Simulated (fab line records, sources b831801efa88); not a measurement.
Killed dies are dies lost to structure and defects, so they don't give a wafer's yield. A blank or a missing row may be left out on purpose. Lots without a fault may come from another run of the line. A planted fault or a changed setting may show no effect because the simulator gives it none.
fab line records | flow sky130
record lots=24 wafers=72 last_day=50
route steps=708 shown METAL2@503 VIA3@589 CAP2M@616 METAL4@629
lots that met no fault: from a run of the same line without faults
start_h: hours from the record's first day to the start of the lot's first wafer shown | wait_h: hours since the lot's step before | " the same as in the row above | L1.1+2: a row that stands for several wafers | - no value, or no start given | * or withheld: withheld | < > ~ a bound
route shown NAME@n: a module of which the file shows steps, and the number in the route of the first | usual: mean/standard deviation of fault-free wafers | same: alike in all rows | chamber/n: place in a boat | sites: the reading at each site | _std_site: their standard deviation | _edge_site: outer sites' mean less inner sites' | radius_mm: how far each site lies from the wafer's centre | mask NAME#n: copy n | behind: the tool/chamber that last shaped the wafer | hold: why the lot was held/for how many hours/how that ended | device: the transistor (n, p or np) that didn't switch | end of line: the same wafers' tests at the end of the route | a step without rows: its recipe alone | killed: dies lost to structure and defects at the first sort, not the wafer's yield | map: a wafer's dies, x killed, . not, _ none there
set.NAME: the setting as run; set.NAME@STEP: as run at that earlier step | model.NAME: the simulator's own value behind a step, which no gauge read
steps of the route over a sample of lots; a table a step, a row a wafer
services: from which hour (start_h, from the record's first day; less than 0 if before it) a tool's chamber was out of use, for how many hours, and why
## steps
# step SKY_METAL2_STRIP_20
# recipe chemistry=O2/N2 power_w=1400 pressure_mtorr=1500 platen_temp_c=withheld o2_flow_sccm=3000 n2_flow_sccm=300 overash_fraction=0.5
# usual drypump_motor_current_A=6.0/0.43 oes_product_au=0.346/0.0047 strip_time_to_endpoint_s=2.75/0.051
# columns lot.wafer tool chamber start_h wait_h drypump_motor_current_A oes_product_au rf_hours_counter_h strip_time_to_endpoint_s
L074.1 plasma_asher-02 0 827.29 0.1 6.0 0.343 62 2.68
L074.3 " 0 " " 6.0 0.343 - 2.69
L074.6 " 0 " " 6.0 0.346 - 2.72
L075.1 plasma_asher-02 0 839.15 0.1 6.0 0.341 64 2.71
L075.4 " 0 " " 6.0 0.337 - 2.70
L075.5 " 0 " " 6.0 0.344 - 2.79
L076.1 plasma_asher-04 1 847.88 0.1 5.8 0.342 103 2.76
L076.4 " 1 " " 5.8 0.349 - 2.76
L076.6 " 1 " " 5.8 0.352 - 2.82
L077.4 plasma_asher-02 1 856.33 0.1 5.4 0.357 - 2.85
L077.5 " 0 " " 6.0 0.341 - 2.76
L077.6 " 1 " " 5.4 0.355 - 2.83
L078.1 plasma_asher-04 0 860.41 0.1 6.4 0.353 105 2.81
L078.3 " 0 " " 6.4 0.342 - 2.77
L078.6 " 0 " " 6.3 0.343 - 2.73
L079.1 plasma_asher-04 1 873.75 0.1 5.8 0.352 106 2.74
L079.3 " 0 " " 6.4 0.340 - 2.71
L079.5 " 0 " " 6.4 0.345 - 2.71
L080.1 plasma_asher-01 1 876.18 0.1 6.4 0.342 43 2.75
L080.2 " 0 " " 6.7 0.339 43 2.67
L080.6 " 0 " " 6.7 0.351 - 2.78
L081.3 plasma_asher-04 1 879.09 0.1 5.8 0.348 - 2.78
L081.4 " 0 " " 6.4 0.349 - 2.84
L081.5 " 1 " " 5.8 0.345 - 2.81
L082.1 plasma_asher-02 0 886.96 0.1 6.0 0.349 69 2.74
L082.3 " 1 " " 5.4 0.345 - 2.80
L082.6 " 1 " " 5.4 0.346 - 2.79
L083.2 plasma_asher-02 1 897.56 0.1 5.4 0.344 70 2.74
L083.3 " 1 " " 5.4 0.347 - 2.75
L083.4 " 0 " " 6.0 0.345 - 2.81
L084.1 plasma_asher-04 0 899.46 0.1 6.4 0.347 109 2.70
L084.5 " 1 " " 5.8 0.343 - 2.69
L084.6 " 0 " " 6.4 0.345 - 2.78
L085.1 plasma_asher-01 0 908.45 0.1 6.7 0.339 46 2.72
L085.2 " 1 " " 6.3 0.344 46 2.72
L085.3 " 1 " " 6.3 0.349 - 2.74
L087.1 plasma_asher-02 1 921.40 0.1 5.3 0.345 72 2.71
L087.3 " 1 " " 5.4 0.350 - 2.75
L087.4 " 0 " " 6.0 0.344 - 2.72
L086.2 plasma_asher-01 0 923.71 0.1 6.7 0.342 48 2.66
L086.3 " 0 " " 6.7 0.342 - 2.68
L086.4 " 1 " " 6.4 0.347 - 2.77
L088.4 plasma_asher-02 0 924.09 0.1 6.0 0.350 - 2.81
L088.5 " 0 " " 6.0 0.345 - 2.83
L088.6 " 1 " " 5.4 0.351 - 2.80
L089.1 plasma_asher-02 0 938.90 0.1 6.0 0.354 74 2.75
L089.2 " 1 " " 5.4 0.350 74 2.72
L089.4 " 0 " " 6.0 0.346 - 2.75
L090.1 plasma_asher-01 0 945.33 0.1 6.7 0.336 50 2.68
L090.4 " 0 " " 6.7 0.344 - 2.74
L090.6 " 0 " " 6.7 0.337 - 2.70
L091.2 plasma_asher-02 1 948.35 0.1 5.4 0.345 75 2.83
L091.5 " 1 " " 5.4 0.348 - 2.80
L091.6 " 0 " " 6.0 0.351 - 2.81
L092.2 plasma_asher-02 0 954.33 0.1 6.0 0.349 76 2.73
L092.3 " 0 " " 6.0 0.336 - 2.68
L092.4 " 1 " " 5.4 0.343 - 2.76
L093.3 plasma_asher-04 1 968.06 0.1 5.7 0.342 - 2.74
L093.4 " 0 " " 6.4 0.349 - 2.70
L093.5 " 0 " " 6.4 0.347 - 2.68
L094.1 plasma_asher-04 0 970.96 0.1 6.4 0.353 115 2.77
L094.4 " 0 " " 6.3 0.342 - 2.78
L094.5 " 1 " " 5.7 0.352 - 2.73
L095.2 plasma_asher-01 0 973.31 0.1 6.7 0.340 53 2.83
L095.3 " 0 " " 6.7 0.339 - 2.82
L095.6 " 0 " " 6.7 0.356 - 2.83
L096.2 plasma_asher-01 0 981.65 0.1 6.7 0.346 53 2.64
L096.4 " 0 " " 6.7 0.337 - 2.66
L096.6 " 1 " " 6.4 0.344 - 2.71
L097.4 plasma_asher-04 1 990.94 0.1 5.8 0.349 - 2.80
L097.5 " 0 " " 6.4 0.349 - 2.78
L097.6 " 1 " " 5.8 0.341 - 2.82
# step SKY_VIA3_STRIP_16
# recipe chemistry=O2/N2 power_w=1400 pressure_mtorr=1500 platen_temp_c=withheld o2_flow_sccm=3000 n2_flow_sccm=300 overash_fraction=0.5
# usual drypump_motor_current_A=6.1/0.44 oes_product_au=0.402/0.0052 strip_time_to_endpoint_s=4.143/0.025
# columns lot.wafer tool chamber start_h wait_h drypump_motor_current_A oes_product_au rf_hours_counter_h strip_time_to_endpoint_s
L074.1 plasma_asher-02 0 935.12 0.0 6.0 0.401 74 4.152
L074.3 " 1 " " 5.4 0.395 - 4.146
L074.6 " 1 " " 5.4 0.408 - 4.158
L075.1 plasma_asher-02 0 946.13 0.0 6.0 0.400 75 4.144
L075.4 " 0 " " 6.0 0.400 - 4.113
L075.5 " 0 " " 6.0 0.400 - 4.117
L076.1 plasma_asher-02 0 953.09 0.0 6.0 0.410 76 4.104
L076.4 " 1 " " 5.4 0.403 - 4.166
L076.6 " 1 " " 5.4 0.406 - 4.122
L077.4 plasma_asher-04 1 962.41 0.1 5.8 0.396 - 4.190
L077.5 " 1 " " 5.8 0.399 - 4.177
L077.6 " 0 " " 6.3 0.407 - 4.172
L078.1 plasma_asher-02 0 965.57 0.0 6.0 0.396 77 4.146
L078.3 " 1 " " 5.4 0.402 - 4.105
L078.6 " 1 " " 5.4 0.404 - 4.139
L079.1 plasma_asher-01 0 977.80 0.0 6.7 0.401 53 4.138
L079.3 " 0 " " 6.7 0.391 - 4.190
L079.5 " 0 " " 6.7 0.404 - 4.139
L080.1 plasma_asher-02 1 979.65 0.0 5.4 0.400 78 4.121
L080.2 " 0 " " 6.0 0.400 78 4.140
L080.6 " 0 " " 6.0 0.399 - 4.158
L081.3 plasma_asher-02 0 982.55 0.1 6.0 0.396 - 4.168
L081.4 " 1 " " 5.4 0.405 - 4.160
L081.5 " 0 " " 6.0 0.396 - 4.136
L082.1 plasma_asher-01 0 991.18 0.0 6.7 0.401 54 4.120
L082.3 " 0 " " 6.7 0.404 - 4.180
L082.6 " 1 " " 6.4 0.402 - 4.168
L083.2 plasma_asher-04 1 1001.33 0.0 5.8 0.402 118 4.139
L083.3 " 0 " " 6.4 0.404 - 4.111
L083.4 " 1 " " 5.8 0.405 - 4.081
L084.1 plasma_asher-01 1 1001.68 0.0 6.4 0.409 55 4.141
L084.5 " 0 " " 6.7 0.399 - 4.213
L084.6 " 1 " " 6.4 0.402 - 4.108
L085.1 plasma_asher-04 0 1010.00 0.0 6.4 0.403 119 4.105
L085.2 " 1 " " 5.8 0.400 119 4.133
L085.3 " 0 " " 6.4 0.410 - 4.181
L087.1 plasma_asher-02 1 1023.58 0.0 5.4 0.401 83 4.168
L087.3 " 0 " " 6.0 0.402 - 4.163
L087.4 " 1 " " 5.4 0.389 - 4.141
L086.2 plasma_asher-01 0 1025.37 0.0 6.7 0.399 58 4.117
L086.3 " 0 " " 6.7 0.391 - 4.108
L086.4 " 1 " " 6.4 0.396 - 4.146
L088.4 plasma_asher-04 1 1025.71 0.1 5.8 0.413 - 4.145
L088.5 " 1 " " 5.8 0.398 - 4.113
L088.6 " 0 " " 6.4 0.401 - 4.139
L089.1 plasma_asher-04 1 1037.82 0.0 5.8 0.401 122 4.173
L089.2 " 0 " " 6.4 0.402 122 4.132
L089.4 " 0 " " 6.4 0.398 - 4.152
L090.1 plasma_asher-01 1 1045.25 0.0 6.4 0.403 60 4.106
L090.4 " 1 " " 6.4 0.403 - 4.116
L090.6 " 1 " " 6.4 0.402 - 4.119
L091.2 plasma_asher-04 0 1049.13 0.0 6.4 0.415 123 4.138
L091.5 " 0 " " 6.4 0.406 - 4.146
L091.6 " 1 " " 5.8 0.408 - 4.143
L092.2 plasma_asher-01 0 1052.35 0.0 6.7 0.405 60 4.142
L092.3 " 1 " " 6.5 0.408 - 4.154
L092.4 " 0 " " 6.7 0.398 - 4.138
L093.3 plasma_asher-02 1 1064.80 0.1 5.4 0.397 - 4.143
L093.4 " 0 " " 6.0 0.410 - 4.128
L093.5 " 0 " " 6.0 0.402 - 4.154
L094.1 plasma_asher-01 1 1069.07 0.0 6.4 0.399 62 4.125
L094.4 " 0 " " 6.7 0.398 - 4.135
L094.5 " 0 " " 6.7 0.412 - 4.113
L095.2 plasma_asher-04 0 1071.20 0.0 6.4 0.401 1 4.171
L095.3 " 0 " " 6.4 0.405 - 4.152
L095.6 " 0 " " 6.3 0.392 - 4.143
L096.2 plasma_asher-01 0 1078.17 0.0 6.7 0.394 63 4.097
L096.4 " 0 " " 6.7 0.392 - 4.157
L096.6 " 1 " " 6.4 0.404 - 4.115
L097.4 plasma_asher-01 0 1085.05 0.1 6.7 0.408 - 4.143
L097.5 " 1 " " 6.4 0.405 - 4.150
L097.6 " 0 " " 6.7 0.399 - 4.151
# step SKY_CAP2M_METAL_ETCH_13
# recipe target_depth_nm=220 stop_on=SiO2 chemistry=Cl2/BCl3 target=TiN pressure_mtorr=10 icp_w=900 bias_w=48.5 Cl2_flow_sccm=60 bcl3_flow_sccm=30 time_s=62.9
# usual drypump_motor_current_A=5.5/0.42 oes_product_au=0.943/0.0082 throttle_valve_pct=21.899/0.011
# columns lot.wafer tool chamber start_h wait_h drypump_motor_current_A oes_product_au rf_hours_counter_h throttle_valve_pct
L074.1 rie_metal-02 1 961.52 0.0 5.9 0.959 18 21.898
L074.3 " 1 " " 5.9 0.926 - 21.918
L074.6 " 0 " " 5.5 0.938 - 21.904
L075.1 rie_metal-02 1 972.35 0.0 5.9 0.955 19 21.909
L075.4 " 0 " " 5.5 0.943 - 21.877
L075.5 " 1 " " 5.9 0.958 - 21.880
L076.1 rie_metal-02 1 978.00 0.0 5.9 0.941 19 21.912
L076.4 " 1 " " 5.9 0.942 - 21.908
L076.6 " 0 " " 5.5 0.940 - 21.902
L077.4 rie_metal-02 1 987.53 0.0 5.9 0.936 - 21.905
L077.5 " 0 " " 5.5 0.933 - 21.911
L077.6 " 1 " " 5.9 0.931 - 21.903
L078.1 rie_metal-02 1 991.44 0.0 5.9 0.947 19 21.916
L078.3 " 0 " " 5.5 0.950 - 21.898
L078.6 " 0 " " 5.5 0.943 - 21.875
L079.1 rie_metal-01 0 1002.85 0.0 4.7 0.943 17 21.891
L079.3 " 1 " " 5.9 0.945 - 21.903
L079.5 " 0 " " 4.7 0.940 - 21.898
L080.1 rie_metal-02 1 1004.79 0.0 5.9 0.940 20 21.904
L080.2 " 0 " " 5.5 0.944 14 21.891
L080.6 " 0 " " 5.5 0.957 - 21.900
L081.3 rie_metal-01 1 1008.01 0.0 5.9 0.954 - 21.889
L081.4 " 0 " " 4.8 0.928 - 21.907
L081.5 " 1 " " 5.9 0.932 - 21.910
L082.1 rie_metal-04 1 1015.52 0.0 5.4 0.956 8 21.876
L082.3 " 1 " " 5.5 0.946 - 21.910
L082.6 " 1 " " 5.4 0.944 - 21.920
L083.2 rie_metal-04 1 1026.70 0.0 5.4 0.948 - 21.887
L083.3 " 1 " " 5.4 0.943 - 21.908
L083.4 " 1 " " 5.4 0.946 - 21.898
L084.1 rie_metal-02 0 1026.97 0.0 5.5 0.944 16 21.903
L084.5 " 0 " " 5.5 0.941 - 21.902
L084.6 " 0 " " 5.5 0.948 - 21.889
L085.1 rie_metal-04 1 1034.42 0.0 5.4 0.931 10 21.909
L085.2 " 0 " " 5.6 0.931 9 21.909
L085.3 " 0 " " 5.6 0.945 - 21.887
L087.1 rie_metal-02 0 1047.57 0.0 5.4 0.939 17 21.905
L087.3 " 0 " " 5.5 0.931 - 21.907
L087.4 " 1 " " 5.9 0.953 - 21.900
L086.2 rie_metal-04 0 1049.77 0.0 5.6 0.946 10 21.896
L086.3 " 1 " " 5.5 0.952 - 21.889
L086.4 " 0 " " 5.6 0.946 - 21.886
L088.4 rie_metal-01 0 1050.26 0.0 4.7 0.944 - 21.896
L088.5 " 0 " " 4.8 0.941 - 21.905
L088.6 " 1 " " 5.9 0.940 - 21.900
L089.1 rie_metal-01 1 1061.32 0.0 5.9 0.951 22 21.876
L089.2 " 0 " " 4.7 0.943 21 21.901
L089.4 " 0 " " 4.7 0.958 - 21.880
L090.1 rie_metal-01 0 1068.86 0.0 4.7 0.936 21 21.917
L090.4 " 1 " " 5.9 0.942 - 21.892
L090.6 " 1 " " 5.9 0.938 - 21.920
L091.2 rie_metal-01 0 1072.72 0.0 4.8 0.932 22 21.896
L091.5 " 0 " " 4.8 0.935 - 21.921
L091.6 " 1 " " 5.9 0.938 - 21.897
L092.2 rie_metal-02 0 1075.52 0.0 5.5 0.938 19 21.896
L092.3 " 0 " " 5.5 0.939 - 21.901
L092.4 " 1 " " 5.9 0.955 - 21.881
L093.3 rie_metal-01 1 1087.60 0.0 5.9 0.941 - 21.904
L093.4 " 0 " " 4.7 0.947 - 21.903
L093.5 " 1 " " 5.9 0.939 - 21.890
L094.1 rie_metal-02 1 1092.27 0.0 5.9 0.943 4 21.901
L094.4 " 0 " " 5.5 0.949 - 21.914
L094.5 " 1 " " 5.8 0.940 - 21.908
L095.2 rie_metal-02 1 1093.39 0.0 5.9 0.948 4 21.911
L095.3 " 0 " " 5.5 0.950 - 21.872
L095.6 " 1 " " 5.9 0.952 - 21.886
L096.2 rie_metal-01 1 1100.89 0.0 5.9 0.942 26 21.902
L096.4 " 1 " " 5.9 0.931 - 21.902
L096.6 " 1 " " 5.9 0.944 - 21.882
L097.4 rie_metal-01 0 1106.67 0.0 4.7 0.935 - 21.904
L097.5 " 1 " " 5.9 0.939 - 21.907
L097.6 " 0 " " 4.8 0.942 - 21.915
# step SKY_METAL4_CD_MEAS_13
# recipe target_cd_nm=300
# usual cd_nm=300.0/1.2
# columns lot.wafer tool chamber start_h wait_h cd_nm
L074.1 cd_sem-01 - 986.27 - 299.9
L074.3 " - " " 299.8
L074.6 " - " " 299.1
L075.1 cd_sem-02 - 996.72 - 300.0
L075.4 " - " " 299.5
L075.5 " - " " 299.9
L076.1 cd_sem-02 - 1002.36 - 298.3
L076.4 " - " " 298.5
L076.6 " - " " 299.6
L077.4 cd_sem-01 - 1011.86 - 299.7
L077.5 " - " " 300.5
L077.6 " - " " 299.5
L078.1 cd_sem-02 - 1014.41 - 300.1
L078.3 " - " " 301.4
L078.6 " - " " 302.0
L079.1 cd_sem-01 - 1026.85 - 302.1
L079.3 " - " " 301.7
L079.5 " - " " 301.3
L080.1 cd_sem-01 - 1028.30 - 300.0
L080.2 " - " " 301.5
L080.6 " - " " 300.7
L081.3 cd_sem-01 - 1031.20 - 299.4
L081.4 " - " " 299.4
L081.5 " - " " 299.1
L082.1 cd_sem-01 - 1039.15 - 298.6
L082.3 " - " " 299.6
L082.6 " - " " 299.7
L083.2 cd_sem-01 - 1049.92 - 302.4
L083.3 " - " " 300.9
L083.4 " - " " 301.4
L084.1 cd_sem-01 - 1050.52 - 298.6
L084.5 " - " " 299.5
L084.6 " - " " 300.4
L085.1 cd_sem-01 - 1057.17 - 299.5
L085.2 " - " " 300.5
L085.3 " - " " 298.9
L087.1 cd_sem-01 - 1070.05 - 300.0
L087.3 " - " " 298.1
L087.4 " - " " 299.9
L086.2 cd_sem-02 - 1072.52 - 298.8
L086.3 " - " " 299.2
L086.4 " - " " 299.4
L088.4 cd_sem-01 - 1072.91 - 300.9
L088.5 " - " " 301.0
L088.6 " - " " 300.8
L089.1 cd_sem-02 - 1083.00 - 301.6
L089.2 " - " " 300.9
L089.4 " - " " 300.4
L090.1 cd_sem-02 - 1090.37 - 300.4
L090.4 " - " " 301.2
L090.6 " - " " 301.6
L091.2 cd_sem-02 - 1094.78 - 299.0
L091.5 " - " " 299.0
L091.6 " - " " 299.2
L092.2 cd_sem-02 - 1096.99 - 299.4
L092.3 " - " " 300.3
L092.4 " - " " 300.5
L093.3 cd_sem-02 - 1108.39 - 302.2
L093.4 " - " " 302.7
L093.5 " - " " 300.1
L094.1 cd_sem-01 - 1112.61 - 298.7
L094.4 " - " " 300.0
L094.5 " - " " 299.6
L095.2 cd_sem-01 - 1114.74 - 299.0
L095.3 " - " " 299.8
L095.6 " - " " 298.0
L096.2 cd_sem-01 - 1122.13 - 297.7
L096.4 " - " " 297.8
L096.6 " - " " 298.7
L097.4 cd_sem-02 - 1126.88 - 300.3
L097.5 " - " " 302.2
L097.6 " - " " 301.0
# step SKY_METAL4_DESCUM_15
# recipe chemistry=O2 source_power_w=150 bias_power_w=0 pressure_mtorr=10 temp_c=40 time_s=8
# usual drypump_motor_current_A=5.6/0.48 oes_product_au=0.993/0.014
# columns lot.wafer tool chamber start_h wait_h drypump_motor_current_A oes_product_au rf_hours_counter_h
L074.1 rie_metal-02 0 986.43 0.0 5.5 0.977 13
L074.3 " 0 " " 5.4 0.985 -
L074.6 " 0 " " 5.5 0.983 -
L075.1 rie_metal-01 0 996.88 0.0 4.7 0.984 17
L075.4 " 0 " " 4.7 0.975 -
L075.5 " 1 " " 5.9 0.973 -
L076.1 rie_metal-03 0 1002.52 0.0 5.1 0.989 16
L076.4 " 1 " " 6.1 1.005 -
L076.6 " 1 " " 6.2 1.017 -
L077.4 rie_metal-02 1 1011.97 0.0 5.9 0.993 -
L077.5 " 1 " " 5.9 1.005 -
L077.6 " 0 " " 5.4 0.978 -
L078.1 rie_metal-02 0 1014.57 0.0 5.5 0.979 14
L078.3 " 1 " " 5.8 0.988 -
L078.6 " 0 " " 5.5 0.998 -
L079.1 rie_metal-03 0 1027.01 0.0 5.1 0.996 17
L079.3 " 1 " " 6.2 1.011 -
L079.5 " 1 " " 6.2 1.014 -
L080.1 rie_metal-02 0 1028.46 0.0 5.5 0.986 16
L080.2 " 0 " " 5.5 0.986 -
L080.6 " 0 " " 5.5 0.981 -
L081.3 rie_metal-01 1 1031.33 0.0 5.9 0.968 -
L081.4 " 0 " " 4.7 0.982 -
L081.5 " 0 " " 4.7 0.983 -
L082.1 rie_metal-03 0 1039.31 0.0 5.1 0.998 18
L082.3 " 1 " " 6.1 1.002 -
L082.6 " 0 " " 5.1 0.991 -
L083.2 rie_metal-03 1 1050.06 0.0 6.2 1.019 17
L083.3 " 1 " " 6.1 1.012 -
L083.4 " 0 " " 5.1 0.999 -
L084.1 rie_metal-03 1 1050.68 0.0 6.2 1.004 17
L084.5 " 1 " " 6.2 1.002 -
L084.6 " 0 " " 5.1 1.004 -
L085.1 rie_metal-02 1 1057.33 0.0 5.9 1.012 1
L085.2 " 0 " " 5.5 0.985 18
L085.3 " 0 " " 5.5 0.977 -
L087.1 rie_metal-03 1 1070.21 0.0 6.2 0.997 18
L087.3 " 0 " " 5.1 0.992 -
L087.4 " 1 " " 6.2 1.000 -
L086.2 rie_metal-02 1 1072.66 0.0 5.9 1.007 2
L086.3 " 1 " " 5.9 0.997 -
L086.4 " 0 " " 5.5 0.977 -
L088.4 rie_metal-02 0 1073.02 0.0 5.5 0.983 -
L088.5 " 0 " " 5.4 0.979 -
L088.6 " 1 " " 5.9 1.006 -
L089.1 rie_metal-02 1 1083.16 0.0 5.9 1.014 3
L089.2 " 0 " " 5.5 0.979 20
L089.4 " 1 " " 6.0 1.021 -
L090.1 rie_metal-02 1 1090.53 0.0 5.9 1.016 3
L090.4 " 1 " " 6.0 1.012 -
L090.6 " 0 " " 5.5 0.983 -
L091.2 rie_metal-01 1 1094.92 0.0 5.9 0.964 25
L091.5 " 1 " " 5.9 0.957 -
L091.6 " 0 " " 4.7 0.984 -
L092.2 rie_metal-03 0 1097.13 0.0 5.1 0.998 22
L092.3 " 0 " " 5.1 0.979 -
L092.4 " 1 " " 6.1 1.007 -
L093.3 rie_metal-02 1 1108.52 0.0 5.9 1.014 -
L093.4 " 0 " " 5.4 0.996 -
L093.5 " 0 " " 5.5 0.995 -
L094.1 rie_metal-01 0 1112.77 0.0 4.8 0.981 25
L094.4 " 0 " " 4.7 0.976 -
L094.5 " 0 " " 4.7 0.979 -
L095.2 rie_metal-01 0 1114.89 0.0 4.7 0.990 -
L095.3 " 0 " " 4.7 0.980 -
L095.6 " 0 " " 4.7 0.982 -
L096.2 rie_metal-02 1 1122.28 0.0 5.9 1.022 -
L096.4 " 1 " " 5.9 1.022 -
L096.6 " 1 " " 5.9 1.021 -
L097.4 rie_metal-01 1 1127.01 0.0 5.9 0.981 -
L097.5 " 1 " " 5.9 0.995 -
L097.6 " 1 " " 5.9 0.988 -
# step SKY_METAL4_STRIP_19
# recipe chemistry=O2/N2 power_w=1400 pressure_mtorr=1500 platen_temp_c=withheld o2_flow_sccm=3000 n2_flow_sccm=300 overash_fraction=0.5
# usual drypump_motor_current_A=6.1/0.47 oes_product_au=0.505/0.0067 strip_time_to_endpoint_s=6.60/0.13
# columns lot.wafer tool chamber start_h wait_h drypump_motor_current_A oes_product_au rf_hours_counter_h strip_time_to_endpoint_s
L074.1 plasma_asher-03 1 986.75 0.1 6.4 0.505 25 6.68
L074.3 " 0 " " 5.7 0.515 - 6.74
L074.6 " 0 " " 5.7 0.510 - 6.73
L075.1 plasma_asher-02 0 997.20 0.1 6.0 0.505 80 6.59
L075.4 " 0 " " 6.0 0.503 - 6.60
L075.5 " 0 " " 6.0 0.498 - 6.61
L076.1 plasma_asher-01 1 1002.84 0.1 6.3 0.500 56 6.54
L076.4 " 1 " " 6.3 0.502 - 6.56
L076.6 " 1 " " 6.4 0.508 - 6.52
L077.4 plasma_asher-01 1 1012.32 0.1 6.4 0.506 - 6.69
L077.5 " 1 " " 6.4 0.508 - 6.81
L077.6 " 0 " " 6.7 0.510 - 6.72
L078.1 plasma_asher-03 0 1014.89 0.1 5.7 0.515 28 6.62
L078.3 " 1 " " 6.4 0.505 - 6.56
L078.6 " 0 " " 5.6 0.504 - 6.52
L079.1 plasma_asher-02 0 1027.34 0.1 6.0 0.508 83 6.72
L079.3 " 1 " " 5.4 0.501 - 6.73
L079.5 " 0 " " 6.0 0.508 - 6.64
L080.1 plasma_asher-01 0 1028.92 0.1 6.7 0.499 58 6.48
L080.2 " 1 " " 6.4 0.503 58 6.64
L080.6 " 1 " " 6.4 0.497 - 6.57
L081.3 plasma_asher-03 1 1031.68 0.1 6.4 0.496 - 6.48
L081.4 " 0 " " 5.6 0.513 - 6.55
L081.5 " 0 " " 5.6 0.497 - 6.44
L082.1 plasma_asher-01 0 1039.64 0.1 6.7 0.511 59 6.62
L082.3 " 1 " " 6.4 0.505 - 6.65
L082.6 " 1 " " 6.4 0.515 - 6.67
L083.2 plasma_asher-02 0 1050.39 0.1 6.0 0.510 85 6.68
L083.3 " 0 " " 6.0 0.506 - 6.59
L083.4 " 1 " " 5.4 0.502 - 6.42
L084.1 plasma_asher-02 1 1051.00 0.1 5.4 0.506 85 6.68
L084.5 " 0 " " 6.0 0.508 - 6.76
L084.6 " 1 " " 5.4 0.504 - 6.64
L085.1 plasma_asher-03 0 1057.65 0.1 5.7 0.501 32 6.47
L085.2 " 1 " " 6.4 0.501 32 6.57
L085.3 " 1 " " 6.4 0.502 - 6.48
L087.1 plasma_asher-03 1 1070.54 0.1 6.4 0.509 34 6.78
L087.3 " 0 " " 5.7 0.507 - 6.57
L087.4 " 1 " " 6.4 0.511 - 6.75
L086.2 plasma_asher-02 0 1072.99 0.1 6.0 0.498 87 6.53
L086.3 " 1 " " 5.4 0.501 - 6.54
L086.4 " 0 " " 6.0 0.503 - 6.53
L088.4 plasma_asher-03 0 1073.37 0.1 5.7 0.513 - 6.61
L088.5 " 0 " " 5.6 0.521 - 6.81
L088.6 " 1 " " 6.4 0.503 - 6.65
L089.1 plasma_asher-01 1 1083.49 0.1 6.4 0.500 64 6.49
L089.2 " 0 " " 6.7 0.495 64 6.60
L089.4 " 0 " " 6.7 0.493 - 6.45
L090.1 plasma_asher-02 0 1090.85 0.1 6.0 0.523 89 6.80
L090.4 " 1 " " 5.4 0.504 - 6.61
L090.6 " 0 " " 6.0 0.515 - 6.81
L091.2 plasma_asher-02 0 1095.24 0.1 6.0 0.506 89 6.59
L091.5 " 1 " " 5.4 0.495 - 6.37
L091.6 " 0 " " 6.0 0.507 - 6.62
L092.2 plasma_asher-01 1 1097.45 0.1 6.4 0.513 65 6.69
L092.3 " 1 " " 6.3 0.503 - 6.60
L092.4 " 0 " " 6.7 0.517 - 6.78
L093.3 plasma_asher-02 0 1109.05 0.2 6.0 0.503 - 6.78
L093.4 " 1 " " 5.4 0.515 - 6.75
L093.5 " 0 " " 6.0 0.502 - 6.71
L094.1 plasma_asher-01 0 1113.22 0.1 6.7 0.507 66 6.50
L094.4 " 0 " " 6.7 0.505 - 6.73
L094.5 " 0 " " 6.7 0.497 - 6.50
L095.2 plasma_asher-02 1 1115.33 0.1 5.4 0.499 91 6.42
L095.3 " 0 " " 6.0 0.505 - 6.62
L095.6 " 1 " " 5.4 0.507 - 6.63
L096.2 plasma_asher-01 0 1122.90 0.2 6.7 0.501 67 6.31
L096.4 " 1 " " 6.4 0.498 - 6.29
L096.6 " 0 " " 6.7 0.490 - 6.29
L097.4 plasma_asher-01 0 1127.47 0.1 6.7 0.508 - 6.69
L097.5 " 0 " " 6.7 0.509 - 6.63
L097.6 " 1 " " 6.4 0.503 - 6.50
## services
# columns tool chamber start_h hours kind
plasma_asher-01 - 808.07 0.4 repair
rie_metal-02 0 821.77 12.5 repair
plasma_asher-01 - 836.00 26.8 repair
rie_metal-04 0 879.85 2.6 repair
plasma_asher-04 - 940.01 3.9 repair
rie_metal-03 1 946.09 1.0 repair
rie_metal-04 0 1014.22 18.0 repair
rie_metal-02 1 1020.30 - clean
rie_metal-02 1 1020.30 15.2 scheduled_down
rie_metal-02 1 1020.30 15.2 vent_cycle
rie_metal-03 - 1020.39 1.3 repair
plasma_asher-03 - 1022.98 1.3 repair
plasma_asher-02 - 1045.26 0.8 repair
plasma_asher-02 - 1053.79 2.8 pm
plasma_asher-04 - 1055.25 9.0 pm
plasma_asher-04 0 1055.25 9.0 vent_cycle
plasma_asher-04 1 1055.25 9.0 vent_cycle
plasma_asher-04 - 1057.18 1.9 repair
plasma_asher-04 0 1064.25 - clean
plasma_asher-01 - 1107.79 3.3 repair
plasma_asher-04 - 1109.74 1.6 repair
rie_metal-02 0 1119.93 10.8 repair
rie_metal-01 0 1121.96 13.8 repair
rie_metal-03 - 1122.14 3.6 repair
## key
fault none
